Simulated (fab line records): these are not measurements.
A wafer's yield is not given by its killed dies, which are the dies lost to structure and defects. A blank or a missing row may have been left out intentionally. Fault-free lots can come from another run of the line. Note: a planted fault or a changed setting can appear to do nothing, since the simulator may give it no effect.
fab line records + flow sky130
record:
- lots: 5
- wafers: 15
- last-day: 50
route steps=708 shown CAPM@548 METAL3@555
lots with no fault: from the same line, run without faults
start-h: start of the lot's first displayed wafer, in hours after the record's first day + wait-h: hours elapsed since this lot's preceding step + " the same as in the row above + L1.1+2: a single row standing in for several wafers + - no value, or no start was given + * or withheld: withheld + < > ~ a bound
route shown NAME@n: a module of which the file shows steps, and the number in the route of the first + usual: the fault-free wafers' mean and standard deviation + same: alike in all rows + chamber/n: place in a boat + sites: each site's reading + _std_site: the values' standard deviation + _edge_site: the outer-site mean with the inner-site mean subtracted + radius-mm: how far each site lies from the wafer's centre + mask NAME#n: copy n + behind: the most recent tool/chamber to have shaped the wafer + hold: cause of the lot's hold/its duration in hours/its outcome + device: whichever transistor did not switch (one of n, p or np) + end of line: the tests these same wafers got at the end of their route + where a step has no rows: the recipe by itself + killed: not the wafer's yield, but the dies lost to structure and defects at the first sort + map: a wafer's dies, x killed, . not, _ none there
set.NAME: the setting that was run; set.NAME@STEP: the one run at that earlier step + model.NAME: the simulator's own value behind a step, which no gauge read
lots at some steps of the route; a table a step, a row a wafer
services: the hour from which a tool's chamber was out of use, counted from the record's first day as start-h (under 0 if before that day), plus the number of hours and why
== steps ==
step: SKY_CAPM_DEVELOP_11
recipe:
- resist: NOVOLAK
- developer: TMAH
- develop-time-s: 60
- dev-temp-c: 23
step: SKY_CAPM_OVL_MEAS_12
usual:
- CAPM_OVL: 0.3/1.5
| lot.wafer | tool       | chamber | start-h | wait-h | CAPM_OVL[nm] |
|-----------|------------|---------|---------|--------|--------------|
| L785.3    | overlay-02 | -       | 941.90  | 0.1    | -2.7         |
| L785.4    | "          | -       | "       | "      | -1.6         |
| L785.5    | "          | -       | "       | "      | -1.6         |
| L788.2    | overlay-02 | -       | 965.54  | 0.1    | 0.0          |
| L788.5    | "          | -       | "       | "      | 1.3          |
| L788.6    | "          | -       | "       | "      | -0.6         |
| L792.1    | overlay-02 | -       | 1001.21 | 0.1    | 0.6          |
| L792.4    | "          | -       | "       | "      | 1.1          |
| L792.6    | "          | -       | "       | "      | 0.3          |
| L798.1    | overlay-02 | -       | 1028.39 | 0.1    | -2.8         |
| L798.2    | "          | -       | "       | "      | -2.1         |
| L798.6    | "          | -       | "       | "      | -0.5         |
| L799.2    | overlay-02 | -       | 1032.62 | 0.1    | -1.0         |
| L799.3    | "          | -       | "       | "      | -0.8         |
| L799.6    | "          | -       | "       | "      | -0.2         |
step: SKY_CAPM_METAL_ETCH_13
recipe:
- target-depth-nm: 220
- stop-on: SiO2
- chemistry: Cl2/BCl3
- target: TiN
- pressure-mtorr: 10
- icp-w: 900
- bias-w: 48.5
- Cl2_flow_sccm: 60
- bcl3-flow-sccm: 30
- time-s: 62.9
usual:
- drypump-motor-current-A: 5.4/0.52
- oes-product-au: 0.943/0.0079
- rf-fwd-power-W: 892/4.2
- throttle-valve-pct: 21.901/0.01
| lot.wafer | tool         | chamber | start-h | wait-h | drypump-motor-current-A | oes-product-au | rf-fwd-power-W | rf-hours-counter-h | throttle-valve-pct |
|-----------|--------------|---------|---------|--------|-------------------------|----------------|----------------|--------------------|--------------------|
| L785.3    | rie-metal-02 | 1       | 941.95  | 0.0    | 6.1                     | 0.956          | 886            | -                  | 21.888             |
| L785.4    | "            | 0       | "       | "      | 5.0                     | 0.942          | 890            | -                  | 21.905             |
| L785.5    | "            | 1       | "       | "      | 6.1                     | 0.938          | 884            | -                  | 21.888             |
| L788.2    | rie-metal-02 | 0       | 965.57  | 0.0    | 5.0                     | 0.930          | 898            | 13                 | 21.915             |
| L788.5    | "            | 1       | "       | "      | 6.1                     | 0.936          | 885            | -                  | 21.887             |
| L788.6    | "            | 0       | "       | "      | 5.0                     | 0.932          | 896            | -                  | 21.897             |
| L792.1    | rie-metal-03 | 1       | 1001.25 | 0.0    | 4.7                     | 0.949          | 890            | 12                 | 21.910             |
| L792.4    | "            | 1       | "       | "      | 4.7                     | 0.941          | 894            | -                  | 21.893             |
| L792.6    | "            | 0       | "       | "      | 5.6                     | 0.938          | 899            | -                  | 21.903             |
| L798.1    | rie-metal-01 | 1       | 1028.43 | 0.0    | 5.3                     | 0.944          | 898            | 15                 | 21.917             |
| L798.2    | "            | 0       | "       | "      | 6.0                     | 0.942          | 893            | 16                 | 21.909             |
| L798.6    | "            | 1       | "       | "      | 5.3                     | 0.944          | 891            | -                  | 21.887             |
| L799.2    | rie-metal-03 | 0       | 1032.65 | 0.0    | 5.6                     | 0.948          | 895            | 7                  | 21.899             |
| L799.3    | "            | 1       | "       | "      | 4.7                     | 0.942          | 891            | -                  | 21.899             |
| L799.6    | "            | 1       | "       | "      | 4.7                     | 0.948          | 888            | -                  | 21.895             |
step: SKY_CAPM_STRIP_14
recipe:
- chemistry: O2/N2
- power-w: 1400
- pressure-mtorr: 1500
- platen-temp-c: withheld
- o2-flow-sccm: 3000
- n2-flow-sccm: 300
- overash-fraction: 0.5
usual:
- drypump-motor-current-A: 5.8/0.36
- oes-product-au: 0.710/0.0045
- strip-time-to-endpoint-s: 12.65/0.05
| lot.wafer | tool            | chamber | start-h | wait-h | drypump-motor-current-A | oes-product-au | rf-hours-counter-h | strip-time-to-endpoint-s |
|-----------|-----------------|---------|---------|--------|-------------------------|----------------|--------------------|--------------------------|
| L785.3    | plasma-asher-04 | 1       | 942.03  | 0.1    | 5.3                     | 0.708          | -                  | 12.66                    |
| L785.4    | "               | 0       | "       | "      | 6.0                     | 0.707          | -                  | 12.65                    |
| L785.5    | "               | 0       | "       | "      | 6.0                     | 0.714          | -                  | 12.64                    |
| L788.2    | plasma-asher-02 | 0       | 965.65  | 0.1    | 6.2                     | 0.707          | 117                | 12.57                    |
| L788.5    | "               | 1       | "       | "      | 5.6                     | 0.712          | -                  | 12.60                    |
| L788.6    | "               | 0       | "       | "      | 6.2                     | 0.706          | -                  | 12.58                    |
| L792.1    | plasma-asher-03 | 0       | 1001.32 | 0.1    | 6.2                     | 0.708          | 84                 | 12.66                    |
| L792.4    | "               | 0       | "       | "      | 6.2                     | 0.712          | -                  | 12.66                    |
| L792.6    | "               | 0       | "       | "      | 6.2                     | 0.712          | -                  | 12.63                    |
| L798.1    | plasma-asher-03 | 1       | 1028.51 | 0.1    | 5.3                     | 0.710          | 87                 | 12.57                    |
| L798.2    | "               | 0       | "       | "      | 6.2                     | 0.719          | 87                 | 12.60                    |
| L798.6    | "               | 0       | "       | "      | 6.2                     | 0.711          | -                  | 12.66                    |
| L799.2    | plasma-asher-02 | 0       | 1032.72 | 0.1    | 6.2                     | 0.717          | 124                | 12.60                    |
| L799.3    | "               | 1       | "       | "      | 5.6                     | 0.705          | -                  | 12.60                    |
| L799.6    | "               | 1       | "       | "      | 5.6                     | 0.703          | -                  | 12.58                    |
step: SKY_CAPM_STRIP_15
recipe:
- chemistry: post-etch-residue-remover
- time-s: 1200
- temp-c: 72.5
step: SKY_CAPM_CLEAN_16
recipe:
- chemistry: IPA
- time-s: 180
- temp-c: 25
step: SKY_CAPM_CLEAN_17
recipe:
- chemistry: O3/DIW
- dry: n2-spin
step: SKY_METAL3_DEHYDRATE_05
recipe:
- temp-c: 200
- time-s: 60
step: SKY_METAL3_HMDS_06
recipe:
- prime-time-s: 60
- prime-temp-c: 120
step: SKY_METAL3_COAT_07
recipe:
- resist: BARC
- temp-c: withheld
- time-s: withheld
- spin-rpm: 3000
- resist-thk-nm: 60
step: SKY_METAL3_COAT_08
recipe:
- resist: KrF-thick
- spin-rpm: 3000
- resist-thk-nm: 1140
step: SKY_METAL3_SOFTBAKE_09
recipe:
- temp-c: 100
- time-s: 90
- resist: KrF-thick
step: SKY_METAL3_EXPOSE_10
recipe:
- mask-id: MM3
- na: 0.68
- source-shape: annular
- sigma-inner: 0.4
- sigma-outer: 0.8
- target-cd-nm: 300
- dose-mj: 28
usual:
- exposure-dose-mJ-cm2: 28.008/0.025
- reticle-temp-C: 23.01/0.096
- stage-vel-mm-s: 499.99/0.26
| lot.wafer | tool           | chamber | start-h | wait-h | mask  | exposure-dose-mJ-cm2 | reticle-temp-C | stage-vel-mm-s |
|-----------|----------------|---------|---------|--------|-------|----------------------|----------------|----------------|
| L785.3    | krf-scanner-02 | 0       | 954.63  | -      | MM3#0 | 28.028               | 22.94          | 499.62         |
| L785.4    | "              | 0       | "       | "      | MM3#0 | 27.995               | 23.01          | 499.78         |
| L785.5    | "              | 0       | "       | "      | MM3#0 | 28.018               | 22.94          | 499.85         |
| L788.2    | krf-scanner-02 | 0       | 978.42  | -      | MM3#0 | 26.254               | 22.99          | 499.38         |
| L788.5    | "              | 0       | "       | "      | MM3#0 | 26.213               | 22.91          | 499.50         |
| L788.6    | "              | 0       | "       | "      | MM3#0 | 26.213               | 22.92          | 500.05         |
| L792.1    | krf-scanner-01 | 0       | 1013.60 | -      | MM3#0 | 28.035               | 23.00          | 499.84         |
| L792.4    | "              | 0       | "       | "      | MM3#0 | 28.003               | 23.13          | 500.50         |
| L792.6    | "              | 0       | "       | "      | MM3#0 | 28.051               | 23.02          | 499.94         |
| L798.1    | krf-scanner-02 | 0       | 1041.09 | -      | MM3#0 | 27.982               | 23.03          | 499.10         |
| L798.2    | "              | 0       | "       | "      | MM3#0 | 27.980               | 22.91          | 499.68         |
| L798.6    | "              | 0       | "       | "      | MM3#0 | 27.954               | 23.24          | 499.98         |
| L799.2    | krf-scanner-02 | 0       | 1045.97 | -      | MM3#0 | 27.977               | 22.90          | 500.25         |
| L799.3    | "              | 0       | "       | "      | MM3#0 | 27.950               | 22.96          | 500.13         |
| L799.6    | "              | 0       | "       | "      | MM3#0 | 27.970               | 22.97          | 500.06         |
step: SKY_METAL3_PEB_11
recipe:
- peb-temp-c: withheld
- peb-time-s: withheld
- resist: KrF-thick
step: SKY_METAL3_DEVELOP_12
recipe:
- develop-time-s: 60
- resist: KrF-thick
- dev-temp-c: 21
step: SKY_METAL3_CD_MEAS_13
recipe:
- target-cd-nm: 300
usual:
- cd-nm: 300.0/1.2
| lot.wafer | tool      | chamber | start-h | wait-h | cd-nm |
|-----------|-----------|---------|---------|--------|-------|
| L785.3    | cd-sem-02 | -       | 966.80  | -      | 301.8 |
| L785.4    | "         | -       | "       | "      | 300.9 |
| L785.5    | "         | -       | "       | "      | 300.3 |
| L788.2    | cd-sem-01 | -       | 990.23  | -      | 264.1 |
| L788.5    | "         | -       | "       | "      | 250.4 |
| L788.6    | "         | -       | "       | "      | 245.1 |
| L792.1    | cd-sem-01 | -       | 1024.37 | -      | 300.7 |
| L792.4    | "         | -       | "       | "      | 301.2 |
| L792.6    | "         | -       | "       | "      | 301.2 |
| L798.1    | cd-sem-02 | -       | 1051.46 | -      | 300.5 |
| L798.2    | "         | -       | "       | "      | 301.2 |
| L798.6    | "         | -       | "       | "      | 301.1 |
| L799.2    | cd-sem-01 | -       | 1056.01 | -      | 299.7 |
| L799.3    | "         | -       | "       | "      | 298.6 |
| L799.6    | "         | -       | "       | "      | 298.5 |
step: SKY_METAL3_OVL_MEAS_14
usual:
- METAL3_OVL: -1/6.5
| lot.wafer | tool       | chamber | start-h | wait-h | METAL3_OVL[nm] |
|-----------|------------|---------|---------|--------|----------------|
| L785.3    | overlay-02 | -       | 966.89  | 0.1    | 1              |
| L785.4    | "          | -       | "       | "      | 6              |
| L785.5    | "          | -       | "       | "      | 9              |
| L788.2    | overlay-02 | -       | 990.34  | 0.1    | 5              |
| L788.5    | "          | -       | "       | "      | 5              |
| L788.6    | "          | -       | "       | "      | -2             |
| L792.1    | overlay-02 | -       | 1024.49 | 0.1    | 10             |
| L792.4    | "          | -       | "       | "      | 5              |
| L792.6    | "          | -       | "       | "      | 10             |
| L798.1    | overlay-01 | -       | 1051.58 | 0.1    | -3             |
| L798.2    | "          | -       | "       | "      | -5             |
| L798.6    | "          | -       | "       | "      | -7             |
| L799.2    | overlay-01 | -       | 1056.11 | 0.1    | -2             |
| L799.3    | "          | -       | "       | "      | 8              |
| L799.6    | "          | -       | "       | "      | 0              |
step: SKY_METAL3_DESCUM_15
recipe:
- chemistry: O2
- source-power-w: 150
- bias-power-w: 0
- pressure-mtorr: 10
- temp-c: 40
- time-s: 8
usual:
- drypump-motor-current-A: 5.7/0.42
- oes-product-au: 1.000/0.011
- rf-fwd-power-W: 147.1/0.9
| lot.wafer | tool         | chamber | start-h | wait-h | drypump-motor-current-A | oes-product-au | rf-fwd-power-W | rf-hours-counter-h | model.METAL3.cd-nm |
|-----------|--------------|---------|---------|--------|-------------------------|----------------|----------------|--------------------|--------------------|
| L785.3    | rie-metal-01 | 0       | 966.93  | 0.0    | 5.9                     | 0.997          | 148.2          | -                  | 302.3              |
| L785.4    | "            | 1       | "       | "      | 5.4                     | 0.979          | 147.5          | -                  | 300.2              |
| L785.5    | "            | 0       | "       | "      | 6.0                     | 0.990          | 147.9          | -                  | 300.2              |
| L788.2    | rie-metal-02 | 0       | 990.37  | 0.0    | 5.0                     | 1.006          | 148.3          | 15                 | 264.5              |
| L788.5    | "            | 0       | "       | "      | 5.0                     | 1.004          | 148.0          | -                  | 250.5              |
| L788.6    | "            | 1       | "       | "      | 6.2                     | 0.991          | 146.9          | -                  | 245                |
| L792.1    | rie-metal-02 | 0       | 1024.53 | 0.0    | 5.0                     | 1.002          | 148.1          | 17                 | 300.6              |
| L792.4    | "            | 0       | "       | "      | 5.0                     | 1.003          | 148.0          | -                  | 300.7              |
| L792.6    | "            | 1       | "       | "      | 6.1                     | 1.001          | 145.0          | -                  | 301.9              |
| L798.1    | rie-metal-02 | 0       | 1051.62 | 0.0    | 5.0                     | 1.012          | 147.1          | 18                 | 300.3              |
| L798.2    | "            | 1       | "       | "      | 6.1                     | 1.014          | 145.7          | 16                 | 301.8              |
| L798.6    | "            | 0       | "       | "      | 4.9                     | 1.008          | 147.5          | -                  | 300.6              |
| L799.2    | rie-metal-04 | 0       | 1056.14 | 0.0    | 5.9                     | 1.004          | 148.5          | 7                  | 299.8              |
| L799.3    | "            | 0       | "       | "      | 5.9                     | 1.006          | 148.0          | -                  | 298.8              |
| L799.6    | "            | 1       | "       | "      | 5.9                     | 1.007          | 146.4          | -                  | 298                |
step: SKY_METAL3_ETCH_16
recipe:
- chemistry: N2/H2
- target: BARC
- ion-energy-ev: 200
- bias-w: 100
- pressure-mtorr: 30
- n2-flow-sccm: 100
- h2-flow-sccm: 200
- icp-w: 500
- stop-on: SiO2
- time-s: 88.2
- target-depth-a: 600
usual:
- drypump-motor-current-A: 5.7/0.42
- oes-product-au: 0.625/0.0044
- rf-fwd-power-W: 496.5/2.4
- throttle-valve-pct: 13.205/0.0086
| lot.wafer | tool         | chamber | start-h | wait-h | drypump-motor-current-A | oes-product-au | rf-fwd-power-W | rf-hours-counter-h | throttle-valve-pct |
|-----------|--------------|---------|---------|--------|-------------------------|----------------|----------------|--------------------|--------------------|
| L785.3    | rie-metal-01 | 0       | 966.98  | 0.0    | 5.9                     | 0.626          | 500.1          | -                  | 13.214             |
| L785.4    | "            | 1       | "       | "      | 5.3                     | 0.618          | 498.5          | -                  | 13.197             |
| L785.5    | "            | 0       | "       | "      | 5.9                     | 0.631          | 497.7          | -                  | 13.207             |
| L788.2    | rie-metal-02 | 0       | 990.40  | 0.0    | 5.0                     | 0.625          | 497.8          | 15                 | 13.217             |
| L788.5    | "            | 0       | "       | "      | 5.0                     | 0.633          | 499.2          | -                  | 13.203             |
| L788.6    | "            | 1       | "       | "      | 6.1                     | 0.628          | 490.4          | -                  | 13.195             |
| L792.1    | rie-metal-02 | 0       | 1024.56 | 0.0    | 5.0                     | 0.628          | 499.0          | 17                 | 13.218             |
| L792.4    | "            | 0       | "       | "      | 5.0                     | 0.627          | 497.2          | -                  | 13.201             |
| L792.6    | "            | 1       | "       | "      | 6.1                     | 0.623          | 495.7          | -                  | 13.205             |
| L798.1    | rie-metal-02 | 0       | 1051.65 | 0.0    | 5.0                     | 0.624          | 498.2          | 18                 | 13.207             |
| L798.2    | "            | 1       | "       | "      | 6.1                     | 0.624          | 495.1          | 16                 | 13.206             |
| L798.6    | "            | 0       | "       | "      | 5.0                     | 0.619          | 500.3          | -                  | 13.204             |
| L799.2    | rie-metal-04 | 0       | 1056.17 | 0.0    | 5.9                     | 0.623          | 499.0          | 7                  | 13.225             |
| L799.3    | "            | 0       | "       | "      | 5.9                     | 0.622          | 495.5          | -                  | 13.216             |
| L799.6    | "            | 1       | "       | "      | 6.0                     | 0.631          | 497.8          | -                  | 13.203             |
step: SKY_METAL3_ETCH_17
recipe:
- target: SiO2
- stop-on: TiN
- chemistry: C4F8/O2/Ar
- source-w: 1500
- bias-w: 1200
- pressure-mtorr: 40
- c4f8-flow-sccm: withheld
- O2_flow_sccm: 6
- Ar_flow_sccm: 300
- time-s: 3.9
- target-depth-a: 150
usual:
- oes-product-au: 0.752/0.0069
- rf-fwd-power-W: 1471/7.7
| lot.wafer | tool        | chamber | start-h | wait-h | oes-product-au | rf-fwd-power-W | rf-hours-counter-h |
|-----------|-------------|---------|---------|--------|----------------|----------------|--------------------|
| L785.3    | rie-diel-02 | 0       | 967.05  | 0.0    | 0.743          | 1469           | 14                 |
| L785.4    | "           | 2       | "       | "      | 0.744          | 1475           | 2                  |
| L785.5    | "           | 0       | "       | "      | 0.762          | 1464           | -                  |
| L788.2    | rie-diel-01 | 2       | 990.50  | 0.1    | 0.743          | 1464           | 11                 |
| L788.5    | "           | 3       | "       | "      | 0.764          | 1477           | -                  |
| L788.6    | "           | 2       | "       | "      | 0.760          | 1462           | -                  |
| L792.1    | rie-diel-02 | 3       | 1024.66 | 0.1    | 0.744          | 1463           | 7                  |
| L792.4    | "           | 0       | "       | "      | 0.758          | 1462           | 16                 |
| L792.6    | "           | 2       | "       | "      | 0.746          | 1474           | -                  |
| L798.1    | rie-diel-01 | 2       | 1051.75 | 0.1    | 0.745          | 1472           | 13                 |
| L798.2    | "           | 0       | "       | "      | 0.749          | 1470           | 8                  |
| L798.6    | "           | 1       | "       | "      | 0.760          | 1475           | -                  |
| L799.2    | rie-diel-01 | 2       | 1056.27 | 0.1    | 0.751          | 1466           | 13                 |
| L799.3    | "           | 3       | "       | "      | 0.765          | 1484           | 16                 |
| L799.6    | "           | 3       | "       | "      | 0.752          | 1482           | -                  |
step: SKY_METAL3_METAL_ETCH_18
recipe:
- target-depth-a: 8450
- stop-on: SiO2
- over-etch-frac: 0.3
- time-s: 183.1
- chemistry: Cl2/BCl3
- resist-sidewall-deg: 88
- pressure-mtorr: 10
- icp-w: 900
- bias-w: 48.5
- Cl2_flow_sccm: 60
- bcl3-flow-sccm: 30
usual:
- drypump-motor-current-A: 5.7/0.4
- oes-product-au: 0.864/0.0073
- rf-fwd-power-W: 896/3
- throttle-valve-pct: 22.264/0.0092
| lot.wafer | tool         | chamber | start-h | wait-h | drypump-motor-current-A | oes-product-au | rf-fwd-power-W | rf-hours-counter-h | throttle-valve-pct | model.METAL3.cd-nm |
|-----------|--------------|---------|---------|--------|-------------------------|----------------|----------------|--------------------|--------------------|--------------------|
| L785.3    | rie-metal-02 | 0       | 967.12  | 0.1    | 5.0                     | 0.869          | 899            | -                  | 22.254             | 308.1              |
| L785.4    | "            | 1       | "       | "      | 6.1                     | 0.871          | 890            | -                  | 22.259             | 297.5              |
| L785.5    | "            | 0       | "       | "      | 5.0                     | 0.864          | 897            | -                  | 22.261             | 300.8              |
| L788.2    | rie-metal-04 | 0       | 990.52  | 0.0    | 5.9                     | 0.874          | 898            | 3                  | 22.259             | 263.7              |
| L788.5    | "            | 1       | "       | "      | 5.9                     | 0.871          | 895            | -                  | 22.264             | 244.2              |
| L788.6    | "            | 0       | "       | "      | 5.9                     | 0.879          | 897            | -                  | 22.266             | 242.8              |
| L792.1    | rie-metal-04 | 0       | 1024.68 | 0.0    | 5.9                     | 0.866          | 898            | 5                  | 22.274             | 305.7              |
| L792.4    | "            | 0       | "       | "      | 5.9                     | 0.862          | 899            | -                  | 22.257             | 307.8              |
| L792.6    | "            | 1       | "       | "      | 6.0                     | 0.856          | 895            | -                  | 22.270             | 301.4              |
| L798.1    | rie-metal-04 | 0       | 1051.77 | 0.0    | 5.9                     | 0.849          | 896            | 7                  | 22.274             | 303.1              |
| L798.2    | "            | 1       | "       | "      | 6.0                     | 0.863          | 896            | 19                 | 22.262             | 301                |
| L798.6    | "            | 1       | "       | "      | 6.0                     | 0.858          | 897            | -                  | 22.268             | 298.9              |
| L799.2    | rie-metal-01 | 0       | 1056.29 | 0.0    | 5.9                     | 0.861          | 898            | 18                 | 22.263             | 307.8              |
| L799.3    | "            | 1       | "       | "      | 5.3                     | 0.859          | 901            | -                  | 22.256             | 296.6              |
| L799.6    | "            | 1       | "       | "      | 5.3                     | 0.865          | 898            | -                  | 22.272             | 297                |
step: SKY_METAL3_STRIP_19
recipe:
- chemistry: O2/N2
- power-w: 1400
- pressure-mtorr: 1500
- platen-temp-c: withheld
- o2-flow-sccm: 3000
- n2-flow-sccm: 300
- overash-fraction: 0.5
usual:
- drypump-motor-current-A: 5.7/0.56
- oes-product-au: 0.502/0.0057
- strip-time-to-endpoint-s: 6.55/0.095
| lot.wafer | tool            | chamber | start-h | wait-h | drypump-motor-current-A | oes-product-au | rf-hours-counter-h | strip-time-to-endpoint-s |
|-----------|-----------------|---------|---------|--------|-------------------------|----------------|--------------------|--------------------------|
| L785.3    | plasma-asher-03 | 0       | 967.28  | 0.1    | 6.2                     | 0.499          | -                  | 6.51                     |
| L785.4    | "               | 1       | "       | "      | 5.4                     | 0.503          | -                  | 6.59                     |
| L785.5    | "               | 0       | "       | "      | 6.2                     | 0.507          | -                  | 6.51                     |
| L788.2    | plasma-asher-03 | 0       | 990.69  | 0.1    | 6.2                     | 0.498          | 83                 | 6.59                     |
| L788.5    | "               | 1       | "       | "      | 5.3                     | 0.497          | -                  | 6.47                     |
| L788.6    | "               | 0       | "       | "      | 6.2                     | 0.505          | -                  | 6.54                     |
| L792.1    | plasma-asher-02 | 0       | 1024.85 | 0.1    | 6.2                     | 0.502          | 123                | 6.59                     |
| L792.4    | "               | 1       | "       | "      | 5.6                     | 0.505          | -                  | 6.53                     |
| L792.6    | "               | 0       | "       | "      | 6.3                     | 0.502          | -                  | 6.44                     |
| L798.1    | plasma-asher-01 | 1       | 1051.94 | 0.1    | 4.8                     | 0.507          | 29                 | 6.54                     |
| L798.2    | "               | 0       | "       | "      | 6.3                     | 0.501          | 29                 | 6.55                     |
| L798.6    | "               | 1       | "       | "      | 4.8                     | 0.507          | -                  | 6.48                     |
| L799.2    | plasma-asher-03 | 1       | 1056.47 | 0.1    | 5.3                     | 0.501          | 90                 | 6.57                     |
| L799.3    | "               | 0       | "       | "      | 6.2                     | 0.505          | -                  | 6.70                     |
| L799.6    | "               | 0       | "       | "      | 6.2                     | 0.502          | -                  | 6.71                     |
== services ==
| tool            | chamber | start-h | hours | kind       |
|-----------------|---------|---------|-------|------------|
| rie-diel-02     | 3       | 919.90  | 4.2   | repair     |
| krf-scanner-02  | -       | 943.46  | 1.1   | repair     |
| plasma-asher-01 | -       | 944.42  | 5.5   | repair     |
| krf-scanner-02  | -       | 948.84  | 0.3   | repair     |
| krf-scanner-02  | -       | 951.00  | 1.0   | pm         |
| krf-scanner-01  | -       | 954.39  | 0.8   | pm         |
| krf-scanner-01  | -       | 956.76  | 4.4   | pm         |
| rie-diel-02     | 2       | 960.48  | 1.5   | repair     |
| krf-scanner-02  | -       | 973.20  | 1.3   | pm         |
| plasma-asher-03 | -       | 974.12  | 0.9   | repair     |
| krf-scanner-01  | -       | 987.36  | 1.3   | pm         |
| plasma-asher-03 | -       | 987.52  | 0.7   | repair     |
| krf-scanner-02  | -       | 988.66  | 3.6   | pm         |
| krf-scanner-02  | -       | 1007.40 | 1.3   | repair     |
| krf-scanner-02  | -       | 1008.71 | 0.8   | pm         |
| krf-scanner-01  | -       | 1009.42 | 1.8   | repair     |
| krf-scanner-01  | -       | 1026.59 | 0.3   | repair     |
| rie-diel-01     | 2       | 1031.63 | 6.9   | repair     |
| krf-scanner-01  | -       | 1043.51 | 1.0   | pm         |
| rie-diel-01     | -       | 1046.62 | 1.4   | repair     |
| plasma-asher-02 | -       | 1055.25 | 9.0   | pm         |
| plasma-asher-02 | 0       | 1055.25 | 9.0   | vent-cycle |
| plasma-asher-02 | 1       | 1055.25 | 9.0   | vent-cycle |
== key ==
first-sign:
- step: SKY_METAL3_EXPOSE_10
- reading: exposure-dose-mJ-cm2
- direction: down
- sigmas: 72
- usual: *
- struck: *
effect:
- step: SKY_METAL3_CD_MEAS_13
- reading: cd-nm
- direction: down
- sigmas: 39
- usual: 300.0
- struck: 253.2
- through: control-loop
model-effect:
- step: SKY_METAL3_DESCUM_15
- value: METAL3.cd-nm
- without: 301.3
- struck: 253.3
model-effect:
- step: SKY_METAL3_METAL_ETCH_18
- value: METAL3.cd-nm
- without: 298.2
- struck: 250.2
met-at SKY_METAL3_EXPOSE_10
struck-wafers L788.2,L788.5,L788.6
later-rows-left-out L788.5,L788.6
sort-left-out L788.2,L788.5,L788.6
loop-trim:
- step: SKY_METAL3_EXPOSE_10
- setting: dose
- lots: L788
onset-between 954.63 978.42
fault:
- kind: process-parameter-drift
- tool: krf-scanner-02
- chamber: -
- onset-h: 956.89
- steps: SKY_METAL3_EXPOSE_10
- channel: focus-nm
- offset: 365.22
- spread-by-wafer: 0.3
- shape: step
- end-h: 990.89
sort-left-out: the simulated sort isn't trusted on such a fault, so these wafers' sort isn't shown, and their yield isn't known
later-rows-left-out: the simulator's readings of these wafers behind a module that went badly wrong aren't trusted and aren't shown, but for the sort
loop-trim: a control loop set the setting to another value than it would have without faults
